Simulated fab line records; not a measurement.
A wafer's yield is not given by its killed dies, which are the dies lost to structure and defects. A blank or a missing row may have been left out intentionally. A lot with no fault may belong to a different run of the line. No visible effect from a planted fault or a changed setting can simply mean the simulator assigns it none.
A struck lot beside a sound one    flow gf180mcu    20 out of 602 route steps
Sound: wafers L226.1, L226.5, L226.6. The struck wafers were L235.1, L235.2, L235.3. The cause comes at the end.
Each step with rows lists, per side, the tool, then ch with its chambers, then its first start. Under that, the readings that differ: sound wafers    struck wafers    difference of the means    sigmas: that difference in standard deviations of wafers without a fault.
alike: a reading whose means differ by less than 2 such deviations, as well as words and numbers matching on both sides. not compared: withheld readings; readings where some wafer has no value; bounds like >300 that might hide an equal value; numbers whose values overlap and for which the record gives no deviation.
A row with sigmas, a row that says differs or no value, or rows on one side alone: a step with any of these is where the two part. Numbers that have no deviation but don't overlap get no sigmas and don't part them. A reading missing from all wafers of one side parts the sides only when that side holds two or more wafers.

first, 1 step without rows for these wafers: GF_NSD_IMPLANT_10.
GF_NSD_STRIP_11: strips in O2/N2.
  sound on plasma-asher-04 ch 0,1, day 14 20:56; struck on plasma-asher-01 ch 0,1, day 17 16:28
reading                      sound        struck       difference  sigmas
drypump-motor-current-A (A)  4.9 5.7 4.9  6.2 6.1 6.2  +1.0        +3
  alike: heater-power-w, oes-product-au, platen-temp-c, strip-time-to-endpoint-s
  not compared: rf-hours-counter-h
GF_NSD_TW_MEAS_12:
  struck on film-metro-03, day 17 16:34; sound on film-metro-02, day 14 21:02
  alike: NSD_TW
then, 7 steps without rows for these wafers: GF_PSD_DEHYDRATE_00 (time 60 s); GF_PSD_HMDS_01 (prime time 60 s); GF_PSD_COAT_02 (resist thk 1000 nm); GF_PSD_SOFTBAKE_03 (time 60 s); GF_PSD_EXPOSE_04 (exposes mask Pplus, target cd 400 nm); GF_PSD_PEB_05; GF_PSD_DEVELOP_06 (develop time 60 s).
GF_PSD_CD_MEAS_07: target cd 400 nm.
  struck on cd-sem-01, day 18 15:50; sound on cd-sem-01, day 15 19:01
  alike: cd-nm
GF_PSD_OVL_MEAS_08:
  struck on overlay-02, day 18 15:58; sound on overlay-01, day 15 19:08
  alike: PSD_OVL
GF_PSD_IMPLANT_09:
  sound on implanter-01 ch 0, day 15 19:10; struck on implanter-04 ch 0, day 18 15:59
reading                    sound              struck             difference  sigmas
implant-ion-amu            49 49 49           75 75 75           +26         
model.implant.drp-nm (nm)  15.87 15.87 15.87  11.92 11.92 11.92  -3.95       
model.implant.rp-nm (nm)   31.23 31.23 31.23  27.58 27.58 27.58  -3.65       
  alike: dose-ions-cm2
GF_PSD_STRIP_10: strips in O2/N2.
  sound on plasma-asher-01 ch 0,1, day 15 19:19; struck on plasma-asher-03 ch 0,1, day 18 16:08
reading                       sound              struck             difference  sigmas
strip-time-to-endpoint-s (s)  16.52 16.53 16.57  16.67 16.61 16.62  +0.09       +3
  alike: drypump-motor-current-A, heater-power-w, oes-product-au, platen-temp-c
  not compared: rf-hours-counter-h
GF_PSD_TW_MEAS_11:
  struck on film-metro-03, day 18 16:14; sound on film-metro-04, day 15 19:25
reading  sound           struck          difference  sigmas
PSD_TW   3184 3183 3157  3734 3700 3711  +540        +17
then, 1 step without rows for these wafers: GF_PSD_CLEAN_12 (cleans in SC1/SC2, time 150 s).
GF_PSD_RTA_13: time 20 s.
  sound on rtp-anneal-01 ch 0, day 15 19:32; struck on rtp-anneal-02 ch 0, day 18 16:21
reading             sound           struck          difference  sigmas
lamp-power-pct (%)  29.0 29.0 29.0  32.1 32.1 32.1  +3.1        +2
  alike: wafer_temp_C_max
GF_PSD_RS_MEAS_14: the measuring method here is four-point-probe.
  struck on film-metro-03, day 18 16:26; sound on film-metro-02, day 15 19:42
  alike: NSD_RS
GF_PSD_RS_MEAS_15: the measuring method here is four-point-probe.
  struck on film-metro-03, day 18 16:34; sound on film-metro-02, day 15 19:49
reading          sound                 struck             difference  sigmas
PSD_RS (ohm/sq)  109.05 108.71 108.77  52.21 52.28 52.40  -56.55      -99 or more
GF_SAB_CVD_00: deposits SiO2 from TEOS, target thk 50 nm, time 4.9302 s.
  sound on pecvd-04 ch 1,2, day 15 19:56; struck on pecvd-02 ch 0,1,2, day 18 16:41
  alike: heater-power-outer-w, heater-power-w, susceptor-temp-C

WHERE THEY PART
First at GF_NSD_STRIP_11; last, within this record, at GF_PSD_RS_MEAS_15. Later steps at which nothing parts them and some readings are alike: GF_SAB_CVD_00.

WHY: what the simulator had put in
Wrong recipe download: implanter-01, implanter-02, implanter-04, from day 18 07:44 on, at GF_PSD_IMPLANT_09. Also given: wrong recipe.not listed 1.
